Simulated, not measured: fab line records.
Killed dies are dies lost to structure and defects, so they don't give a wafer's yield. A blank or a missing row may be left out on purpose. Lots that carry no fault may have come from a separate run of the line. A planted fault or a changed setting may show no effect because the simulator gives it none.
fab line records -- flow gf180mcu
record: lots: 6, wafers: 18, last_day: 33
route steps=602 shown V5@540
lots with no fault: from the same line, run without faults
start_h: start of the lot's first displayed wafer, in hours after the record's first day -- wait_h: hours elapsed since this lot's preceding step -- " the same as in the row above -- L1.1+2: a row that stands for several wafers -- - no value, or no start given -- * or withheld: withheld -- < > ~ a bound
route shown NAME@n: names a module that has steps shown in the file, with the first one's number in the route -- usual: mean and standard deviation over wafers with no fault -- same: alike in all rows -- chamber/n: place in a boat -- sites: per-site readings -- _std_site: standard deviation of those values -- _edge_site: outer sites' mean less inner sites' -- radius_mm: for every site, how far away it sits from the centre of the wafer -- mask NAME#n: copy n -- behind: the most recent tool/chamber to have shaped the wafer -- hold: cause of the lot's hold/its duration in hours/its outcome -- device: the n, p or np transistor that did not switch -- end of line: tests of these same wafers at the route's end -- step lacking rows: just its recipe -- killed: dies lost to structure and defects at the first sort, not the wafer's yield -- map: the dies of a wafer, with x for killed, . for not killed, _ for no die there
set.NAME: the setting the step ran with; set.NAME@STEP: the setting that earlier step ran with -- model.NAME: the simulator's own value behind a step, which no gauge read
a table for each step, a row for each wafer; lots at some steps of the route
services: when a tool's chamber went out of use (start_h, in hours from the record's first day, below 0 if earlier), for how many hours, and the reason
== steps ==
step: GF_V5_CVD_00
recipe: material: SiO2, target_thk_nm: 300, sigma_open_frac: 0.3, temp_c: 400, time_s: 50, sih4_flow_sccm: 60, pressure_mtorr: 6
step: GF_V5_THK_MEAS_01
recipe: reads: SiO2_of_V5_CVD_00
usual: V5_CVD_00_THK: 299.4/3
lot.wafer,tool,chamber,start_h,wait_h,V5_CVD_00_THK[nm]
L268.2,film_metro-02,-,646.65,0.0,299.6
L268.3,film_metro-02,-,646.65,0.0,304.4
L268.6,film_metro-02,-,646.65,0.0,294.4
L269.1,film_metro-01,-,659.32,0.0,295.5
L269.2,film_metro-01,-,659.32,0.0,298.9
L269.5,film_metro-01,-,659.32,0.0,299.1
L275.1,film_metro-03,-,693.24,0.0,301.9
L275.2,film_metro-03,-,693.24,0.0,300.6
L275.5,film_metro-03,-,693.24,0.0,301.0
L276.2,film_metro-03,-,700.60,0.0,302.7
L276.4,film_metro-03,-,700.60,0.0,302.4
L276.5,film_metro-03,-,700.60,0.0,299.1
L282.1,film_metro-03,-,738.31,0.0,301.5
L282.2,film_metro-03,-,738.31,0.0,302.4
L282.6,film_metro-03,-,738.31,0.0,303.9
L283.1,film_metro-03,-,742.36,0.0,295.5
L283.2,film_metro-03,-,742.36,0.0,297.5
L283.6,film_metro-03,-,742.36,0.0,294.1
step: GF_V5_CVD_02
recipe: material: SiO2, target_thk_nm: 1450, precursor: TEOS, temp_c: 400, time_s: 163.28, rf_w: 600
usual: heater_power_w: 677/88
lot.wafer,tool,chamber,start_h,wait_h,heater_power_w
L268.2,pecvd-01,1,646.70,0.0,723
L268.3,pecvd-01,0,646.70,0.0,615
L268.6,pecvd-01,2,646.70,0.0,871
L269.1,pecvd-01,1,659.38,0.1,757
L269.2,pecvd-01,2,659.38,0.1,878
L269.5,pecvd-01,2,659.38,0.1,711
L275.1,pecvd-03,0,693.30,0.1,667
L275.2,pecvd-03,1,693.30,0.1,559
L275.5,pecvd-03,1,693.30,0.1,640
L276.2,pecvd-02,2,700.65,0.0,790
L276.4,pecvd-02,1,700.65,0.0,711
L276.5,pecvd-02,2,700.65,0.0,642
L282.1,pecvd-02,1,738.37,0.1,729
L282.2,pecvd-02,0,738.37,0.1,716
L282.6,pecvd-02,0,738.37,0.1,588
L283.1,pecvd-02,2,742.42,0.1,787
L283.2,pecvd-02,1,742.42,0.1,702
L283.6,pecvd-02,1,742.42,0.1,781
step: GF_V5_THK_MEAS_03
recipe: reads: SiO2_of_V5_CVD_02
usual: V5_CVD_02_THK: 1455/20
lot.wafer,tool,chamber,start_h,wait_h,V5_CVD_02_THK[nm]
L268.2,film_metro-03,-,646.82,0.1,1477
L268.3,film_metro-03,-,646.82,0.1,1443
L268.6,film_metro-03,-,646.82,0.1,1478
L269.1,film_metro-02,-,659.49,0.1,1439
L269.2,film_metro-02,-,659.49,0.1,1427
L269.5,film_metro-02,-,659.49,0.1,1470
L275.1,film_metro-01,-,693.41,0.1,1471
L275.2,film_metro-01,-,693.41,0.1,1439
L275.5,film_metro-01,-,693.41,0.1,1463
L276.2,film_metro-02,-,700.77,0.1,1447
L276.4,film_metro-02,-,700.77,0.1,1473
L276.5,film_metro-02,-,700.77,0.1,1465
L282.1,film_metro-03,-,738.48,0.1,1434
L282.2,film_metro-03,-,738.48,0.1,1456
L282.6,film_metro-03,-,738.48,0.1,1473
L283.1,film_metro-02,-,742.53,0.1,1457
L283.2,film_metro-02,-,742.53,0.1,1459
L283.6,film_metro-02,-,742.53,0.1,1488
step: GF_V5_CMP_04
recipe: material: SiO2, down_force_psi: 4, platen_rpm: 60, pad_velocity_m_s: 0.94248
usual: motor_current_A: 11.9/0.69
lot.wafer,tool,chamber,start_h,wait_h,motor_current_A
L268.3,cmp-02,3,646.87,0.0,11.8
L268.2,cmp-02,2,646.87,0.0,11.6
L268.6,cmp-02,0,646.87,0.0,11.7
L269.2,cmp-02,2,659.55,0.0,11.1
L269.1,cmp-02,1,659.55,0.0,11.6
L269.5,cmp-02,3,659.55,0.0,11.6
L275.1,cmp-01,3,693.47,0.1,11.5
L275.2,cmp-01,2,693.47,0.1,13.1
L275.5,cmp-01,0,693.47,0.1,12.9
L276.2,cmp-02,3,701.10,0.3,11.6
L276.4,cmp-02,2,701.10,0.3,11.8
L276.5,cmp-02,3,701.10,0.3,11.4
L282.1,cmp-02,1,738.59,0.1,11.1
L282.2,cmp-02,2,738.59,0.1,11.9
L282.6,cmp-02,1,738.59,0.1,11.6
L283.1,cmp-02,2,742.64,0.1,11.4
L283.2,cmp-02,3,742.64,0.1,11.7
L283.6,cmp-02,2,742.64,0.1,11.9
step: GF_V5_BOW_MEAS_05
recipe: mode: bow
usual: V5_BOW: 134/9.1
lot.wafer,tool,chamber,start_h,wait_h,V5_BOW[um]
L268.2,film_metro-03,-,647.19,0.1,142
L268.3,film_metro-03,-,647.19,0.1,152
L268.6,film_metro-03,-,647.19,0.1,149
L269.1,film_metro-01,-,659.85,0.1,141
L269.2,film_metro-01,-,659.85,0.1,127
L269.5,film_metro-01,-,659.85,0.1,154
L275.1,film_metro-01,-,693.77,0.2,141
L275.2,film_metro-01,-,693.77,0.2,136
L275.5,film_metro-01,-,693.77,0.2,141
L276.2,film_metro-02,-,701.42,0.3,156
L276.4,film_metro-02,-,701.42,0.3,142
L276.5,film_metro-02,-,701.42,0.3,150
L282.1,film_metro-03,-,738.84,0.2,137
L282.2,film_metro-03,-,738.84,0.2,140
L282.6,film_metro-03,-,738.84,0.2,130
L283.1,film_metro-01,-,742.89,0.2,126
L283.2,film_metro-01,-,742.89,0.2,146
L283.6,film_metro-01,-,742.89,0.2,132
step: GF_V5_DEHYDRATE_06
recipe: temp_c: 200, time_s: 60
step: GF_V5_HMDS_07
recipe: prime_time_s: 60, prime_temp_c: 120
step: GF_V5_COAT_08
recipe: resist: BARC, temp_c: withheld, time_s: withheld, spin_rpm: withheld, resist_thk_nm: withheld
step: GF_V5_COAT_09
recipe: resist: KrF, spin_rpm: withheld, resist_thk_nm: 1000
step: GF_V5_SOFTBAKE_10
recipe: temp_c: 130, time_s: 60, resist: KrF
step: GF_V5_EXPOSE_11
recipe: mask_id: Via5, target_cd_nm: 260, na: 0.68, source_shape: conventional, sigma_outer: 0.6, dose_mj: 38
step: GF_V5_PEB_12
recipe: peb_temp_c: 135, peb_time_s: 90, resist: KrF
usual: chill_plate_temp_C: 23.00/0.099, exhaust_pa: 44.9/0.93
lot.wafer,tool,chamber,start_h,wait_h,chill_plate_temp_C,exhaust_pa
L268.2,litho_track-02,0,666.01,-,22.87,44.6
L268.3,litho_track-02,0,666.01,-,23.01,45.5
L268.6,litho_track-02,0,666.01,-,22.90,45.0
L269.1,litho_track-01,0,678.85,-,23.00,45.8
L269.2,litho_track-01,0,678.85,-,23.20,45.5
L269.5,litho_track-01,0,678.85,-,23.14,46.3
L275.1,litho_track-02,-,711.73,-,-,-
L275.2,litho_track-02,-,711.73,-,-,-
L275.5,litho_track-02,-,711.73,-,-,-
L276.2,litho_track-03,-,719.52,-,-,-
L276.4,litho_track-03,-,719.52,-,-,-
L276.5,litho_track-03,-,719.52,-,-,-
L282.1,litho_track-01,0,755.40,-,22.91,46.0
L282.2,litho_track-01,0,755.40,-,22.82,45.8
L282.6,litho_track-01,0,755.40,-,22.88,45.8
L283.1,litho_track-02,0,758.33,-,23.06,44.0
L283.2,litho_track-02,0,758.33,-,22.99,44.1
L283.6,litho_track-02,0,758.33,-,22.99,43.5
step: GF_V5_DEVELOP_13
recipe: develop_time_s: 60, resist: KrF, dev_temp_c: 21
== services ==
tool,chamber,start_h,hours,kind
pecvd-03,-,627.06,1.0,repair
cmp-02,-,635.91,3.6,pm
cmp-02,-,640.26,2.4,repair
pecvd-02,0,645.50,1.7,repair
pecvd-02,-,657.00,0.9,repair
cmp-02,-,662.48,1.0,repair
cmp-02,-,682.05,1.4,repair
pecvd-01,-,695.89,2.8,pm
cmp-01,-,699.99,7.5,pm
pecvd-01,1,701.25,11.6,repair
pecvd-01,-,721.03,1.1,repair
cmp-02,-,744.60,4.0,pm
cmp-02,-,747.77,3.0,repair
cmp-02,-,748.60,-,consumable_replace:conditioner
cmp-02,-,748.60,-,consumable_replace:pad
pecvd-03,-,753.28,0.6,repair
pecvd-01,-,755.34,3.1,repair
== key ==
first_sign: step: GF_V5_PEB_12, reading: tool_record, direction: missing
effect none on later readings
met_at GF_V5_PEB_12
struck_wafers L275.1,L275.2,L275.5,L276.2,L276.4,L276.5
later_rows_left_out L275.1,L275.2,L275.5,L276.2,L276.4,L276.5
sort_left_out L275.1,L275.2,L275.5,L276.2,L276.4,L276.5
onset_between 666.01 711.73
fault: kind: skipped_step_whole, tool: litho_track-02,litho_track-03, chamber: -, onset_h: 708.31, steps: GF_V5_PEB_12, scope: struck_lots_only
sort_left_out: the simulated sort isn't trusted on such a fault, so these wafers' sort isn't shown, and their yield isn't known
later_rows_left_out: the simulator's readings of these wafers behind a module that went badly wrong aren't trusted and aren't shown, but for the sort
